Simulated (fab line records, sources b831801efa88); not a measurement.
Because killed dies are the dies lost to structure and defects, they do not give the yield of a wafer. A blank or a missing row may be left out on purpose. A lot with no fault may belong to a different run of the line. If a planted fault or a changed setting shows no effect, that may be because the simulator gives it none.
What tool caused it? :: flow sky130 :: 10 lots, 30 wafers sampled, at 5 steps of a route of 708

## WHAT THE GAUGES SHOWED, per wafer
SKY_VIA2_THK_MEAS_01. Usual: VIA2_HDPCVD_THK typically reads 1174 nm, with standard deviation 12.
lot: L136
measured: day 36 09:41
on: film_metro-04
VIA2_HDPCVD_THK (nm): 1184 1181 1191
flag: 

lot: L139
measured: day 37 09:53
on: film_metro-01
VIA2_HDPCVD_THK (nm): 1166 1168 1170
flag: 

lot: L141
measured: day 37 22:20
on: film_metro-02
VIA2_HDPCVD_THK (nm): 1172 1161 1181
flag: 

lot: L143
measured: day 38 11:04
on: film_metro-01
VIA2_HDPCVD_THK (nm): 1173 1170 1188
flag: 

lot: L144
measured: day 39 00:37
on: film_metro-02
VIA2_HDPCVD_THK (nm): 1162 1162 1178
flag: 

lot: L150
measured: day 40 13:18
on: film_metro-04
VIA2_HDPCVD_THK (nm): 1184 1183 1160
flag: 

lot: L151
measured: day 40 15:07
on: film_metro-04
VIA2_HDPCVD_THK (nm): 1179 1174 1183
flag: 

lot: L154
measured: day 41 10:45
on: film_metro-02
VIA2_HDPCVD_THK (nm): 1168 1178 1178
flag: 

lot: L155
measured: day 41 19:11
on: film_metro-02
VIA2_HDPCVD_THK (nm): 1167 1165 1159
flag: 

lot: L156
measured: day 42 00:32
on: film_metro-01
VIA2_HDPCVD_THK (nm): 1195 1171 1174
flag: 

SKY_VIA2_BOW_MEAS_03. Usual: VIA2_BOW typically reads 85 um, with standard deviation 7.3.
lot: L136
measured: day 36 10:04
on: film_metro-02
VIA2_BOW (um): 79 89 78
flag: 

lot: L139
measured: day 37 10:16
on: film_metro-04
VIA2_BOW (um): 85 77 75
flag: 

lot: L141
measured: day 37 22:56
on: film_metro-04
VIA2_BOW (um): 82 79 91
flag: 

lot: L143
measured: day 38 11:36
on: film_metro-02
VIA2_BOW (um): 71 83 86
flag: 

lot: L144
measured: day 39 04:41
on: film_metro-02
VIA2_BOW (um): 95 104 92
flag: 

lot: L150
measured: day 40 13:41
on: film_metro-02
VIA2_BOW (um): 127 121 128
flag: OFF

lot: L151
measured: day 40 15:29
on: film_metro-02
VIA2_BOW (um): 114 112 103
flag: OFF

lot: L154
measured: day 41 11:08
on: film_metro-01
VIA2_BOW (um): 76 80 79
flag: 

lot: L155
measured: day 41 20:12
on: film_metro-02
VIA2_BOW (um): 83 92 81
flag: 

lot: L156
measured: day 42 00:54
on: film_metro-02
VIA2_BOW (um): 96 76 80
flag: 

SKY_VIA2_OVL_MEAS_13. Usual: VIA2_OVL typically reads -3 nm, with standard deviation 5.2.
lot: L136
measured: day 37 12:16
on: overlay-01
VIA2_OVL (nm): 9 2 -4
flag: 

lot: L139
measured: day 38 11:52
on: overlay-01
VIA2_OVL (nm): 3 -7 -2
flag: 

lot: L141
measured: day 39 00:15
on: overlay-02
VIA2_OVL (nm): -1 1 1
flag: 

lot: L143
measured: day 39 12:32
on: overlay-02
VIA2_OVL (nm): 5 4 0
flag: 

lot: L144
measured: day 40 04:36
on: overlay-01
VIA2_OVL (nm): -2 1 7
flag: 

lot: L150
measured: day 41 13:24
on: overlay-01
VIA2_OVL (nm): -1 -2 -4
flag: 

lot: L151
measured: day 41 16:14
on: overlay-02
VIA2_OVL (nm): -7 0 -12
flag: 

lot: L154
measured: day 42 11:10
on: overlay-02
VIA2_OVL (nm): -7 0 -5
flag: 

lot: L155
measured: day 42 20:02
on: overlay-02
VIA2_OVL (nm): 2 0 3
flag: 

lot: L156
measured: day 42 23:26
on: overlay-01
VIA2_OVL (nm): 0 2 3
flag: 

## TOOL THAT RAN EACH LOT (tool first, then ch and the chambers of the sampled wafers, then the start)
lot: L136
SKY_METAL2_ETCH_18: rie_metal-04 ch 0, day 36 08:48
SKY_VIA2_CMP_02: cmp-02 ch 0,1, day 36 09:44

lot: L139
SKY_METAL2_ETCH_18: rie_metal-01 ch 1, day 37 08:53
SKY_VIA2_CMP_02: cmp-02 ch 0,1,3, day 37 10:02

lot: L141
SKY_METAL2_ETCH_18: rie_metal-02 ch 0,1, day 37 21:28
SKY_VIA2_CMP_02: cmp-02 ch 0,1, day 37 22:38

lot: L143
SKY_METAL2_ETCH_18: rie_metal-04 ch 0,1, day 38 10:09
SKY_VIA2_CMP_02: cmp-02 ch 0,1,3, day 38 11:23

lot: L144
SKY_METAL2_ETCH_18: rie_metal-04 ch 0,1, day 38 23:44
SKY_VIA2_CMP_02: cmp-02 ch 0,2, day 39 04:24

lot: L150
SKY_METAL2_ETCH_18: rie_metal-04 ch 1, day 40 12:17
SKY_VIA2_CMP_02: cmp-02 ch 1,3, day 40 13:20

lot: L151
SKY_METAL2_ETCH_18: rie_metal-04 ch 1, day 40 14:04
SKY_VIA2_CMP_02: cmp-02 ch 0,1,2, day 40 15:16

lot: L154
SKY_METAL2_ETCH_18: rie_metal-04 ch 0,1, day 41 09:53
SKY_VIA2_CMP_02: cmp-02 ch 0,1,2, day 41 10:50

lot: L155
SKY_METAL2_ETCH_18: rie_metal-04 ch 0,1, day 41 18:19
SKY_VIA2_CMP_02: cmp-02 ch 0,1,3, day 41 19:53

lot: L156
SKY_METAL2_ETCH_18: rie_metal-04 ch 0,1, day 41 23:40
SKY_VIA2_CMP_02: cmp-01 ch 0,1,3, day 42 00:36
- SKY_METAL2_ETCH_18: etches BARC in N2/H2, stops on SiO2, time 45.9 s, target depth 60 nm.
- SKY_VIA2_CMP_02: polishes SiO2.

## WHAT THE TOOLS THEMSELVES READ (means of the sampled wafers that have a number; where no wafer has one, the mark that the record gives instead)
SKY_METAL2_ETCH_18. Usual: bias_w 100.01 W, standard deviation 0.27; drypump_motor_current_A 5.61 A, standard deviation 0.3; oes_product_au 0.854 a.u., standard deviation 0.0043; throttle_valve_pct 13.225 %, standard deviation 0.0088.
lot: L136
tool: rie_metal-04
bias_w (W): 100.06
drypump_motor_current_A (A): 5.74
oes_product_au (a.u.): 0.855
throttle_valve_pct (%): 13.224
flag: 

lot: L139
tool: rie_metal-01
bias_w (W): 100.44
drypump_motor_current_A (A): 5.70
oes_product_au (a.u.): 0.856
throttle_valve_pct (%): 13.218
flag: 

lot: L141
tool: rie_metal-02
bias_w (W): 99.95
drypump_motor_current_A (A): 5.54
oes_product_au (a.u.): 0.856
throttle_valve_pct (%): 13.227
flag: 

lot: L143
tool: rie_metal-04
bias_w (W): 99.71
drypump_motor_current_A (A): 5.65
oes_product_au (a.u.): 0.852
throttle_valve_pct (%): 13.223
flag: 

lot: L144
tool: rie_metal-04
bias_w (W): 99.96
drypump_motor_current_A (A): 5.65
oes_product_au (a.u.): 0.853
throttle_valve_pct (%): 13.228
flag: 

lot: L150
tool: rie_metal-04
bias_w (W): 100.13
drypump_motor_current_A (A): 5.50
oes_product_au (a.u.): 0.856
throttle_valve_pct (%): 13.230
flag: 

lot: L151
tool: rie_metal-04
bias_w (W): 100.24
drypump_motor_current_A (A): 5.50
oes_product_au (a.u.): 0.854
throttle_valve_pct (%): 13.223
flag: 

lot: L154
tool: rie_metal-04
bias_w (W): 99.75
drypump_motor_current_A (A): 5.56
oes_product_au (a.u.): 0.851
throttle_valve_pct (%): 13.226
flag: 

lot: L155
tool: rie_metal-04
bias_w (W): 100.00
drypump_motor_current_A (A): 5.57
oes_product_au (a.u.): 0.850
throttle_valve_pct (%): 13.219
flag: 

lot: L156
tool: rie_metal-04
bias_w (W): 100.02
drypump_motor_current_A (A): 5.58
oes_product_au (a.u.): 0.851
throttle_valve_pct (%): 13.230
flag: 

SKY_VIA2_CMP_02. Usual: edge_zone_pressure_frac 1.001, standard deviation 0.0054; head_pressure_psi 4.000 psi, standard deviation 0.0092; motor_current_A 12.9 A, standard deviation 1.
lot: L136
tool: cmp-02
edge_zone_pressure_frac: 1.001
head_pressure_psi (psi): 4.009
motor_current_A (A): 12.1
flag: 

lot: L139
tool: cmp-02
edge_zone_pressure_frac: 1.000
head_pressure_psi (psi): 3.994
motor_current_A (A): 12.7
flag: 

lot: L141
tool: cmp-02
edge_zone_pressure_frac: 0.996
head_pressure_psi (psi): 4.004
motor_current_A (A): 12.1
flag: 

lot: L143
tool: cmp-02
edge_zone_pressure_frac: 0.997
head_pressure_psi (psi): 4.004
motor_current_A (A): 12.5
flag: 

lot: L144
tool: cmp-02
edge_zone_pressure_frac: 0.993
head_pressure_psi (psi): 4.010
motor_current_A (A): 13.0
flag: 

lot: L150
tool: cmp-02
edge_zone_pressure_frac: -
head_pressure_psi (psi): -
motor_current_A (A): -
flag: OFF

lot: L151
tool: cmp-02
edge_zone_pressure_frac: -
head_pressure_psi (psi): -
motor_current_A (A): -
flag: OFF

lot: L154
tool: cmp-02
edge_zone_pressure_frac: 1.001
head_pressure_psi (psi): 4.000
motor_current_A (A): 12.1
flag: 

lot: L155
tool: cmp-02
edge_zone_pressure_frac: 1.001
head_pressure_psi (psi): 4.003
motor_current_A (A): 12.9
flag: 

lot: L156
tool: cmp-01
edge_zone_pressure_frac: 0.998
head_pressure_psi (psi): 3.992
motor_current_A (A): 13.4
flag: 

## THE ANSWER, worked out from the rows above alone
Rule: a lot counts as off when the mean over its wafers that have a number is more than 3 standard deviations away from the usual mean. A lot without any number at a reading at which 4 lots or more have one is off too. Any other lot the step has rows for is counted as sound. Order of review: gauges by route order, followed by the tools' own readings, for which a lot's mean as printed above is used. The first step at which some lot is off is used, and at that step the reading that is off furthest; a lot without a number counts as furthest.
Off: L150, L151, at SKY_VIA2_BOW_MEAS_03 (VIA2_BOW).
If a tool, at a process step before that reading, ran all the lots that are off and no sound lot after the first of them, it fits. The gauges at SKY_VIA2_BOW_MEAS_03 aren't tried: what is off there is off at SKY_VIA2_CMP_02 too, on other tools, and a gauge's error can't cause that. Of those tried, none fits.

## WHAT WAS PUT IN BY THE SIMULATOR
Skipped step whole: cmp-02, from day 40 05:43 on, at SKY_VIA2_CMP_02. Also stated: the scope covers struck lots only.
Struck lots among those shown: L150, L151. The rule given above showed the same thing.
